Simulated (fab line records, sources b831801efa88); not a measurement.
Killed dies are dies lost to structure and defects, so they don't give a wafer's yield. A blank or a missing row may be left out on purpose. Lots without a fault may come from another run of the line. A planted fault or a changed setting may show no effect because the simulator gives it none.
Which tool did it? | flow gf180mcu | 7 lots, 21 wafers sampled, at 1 step of a route of 602

WHAT THE GAUGES READ, wafer by wafer
GF_HV_LDD_CD_MEAS_19: target cd 400 nm.
lot  | measured     | on        | cd_nm (nm)
L427 | day 11 06:08 | cd_sem-01 | 402.5 403.6 402.8
L429 | day 11 16:34 | cd_sem-01 | 398.5 398.0 396.6
L431 | day 12 05:39 | cd_sem-02 | 396.9 398.7 395.4
L436 | day 14 02:49 | cd_sem-02 | 400.7 399.6 398.0
L438 | day 14 15:14 | cd_sem-02 | 404.5 404.1 402.6
L443 | day 16 04:56 | cd_sem-02 | 400.2 399.3 398.7
L449 | day 18 11:52 | cd_sem-02 | 400.6 400.1 398.7

WHICH TOOL RAN EACH LOT (tool, then ch and the chambers of the sampled wafers, then the start)
The record holds no process step before these readings.

THE ANSWER, worked out from the rows above alone
Rule: what is usual is taken from the lots themselves. Put in order of their means at a reading, lots are off if they are a third of the lots or fewer, leave a main group of 4 or more, and stand apart from it by a gap of 3 or more times the standard deviation of the main group's means; of several such gaps the widest counts. A main group whose means are all the same, to the digits that the tables above print for the reading, isn't used. A lot without any number at a reading at which 4 lots or more have one is off too. The other lots that the step has rows for count as sound.
No lot is off at any reading shown: from this, nothing can be told.

WHAT THE SIMULATOR HAD PUT IN
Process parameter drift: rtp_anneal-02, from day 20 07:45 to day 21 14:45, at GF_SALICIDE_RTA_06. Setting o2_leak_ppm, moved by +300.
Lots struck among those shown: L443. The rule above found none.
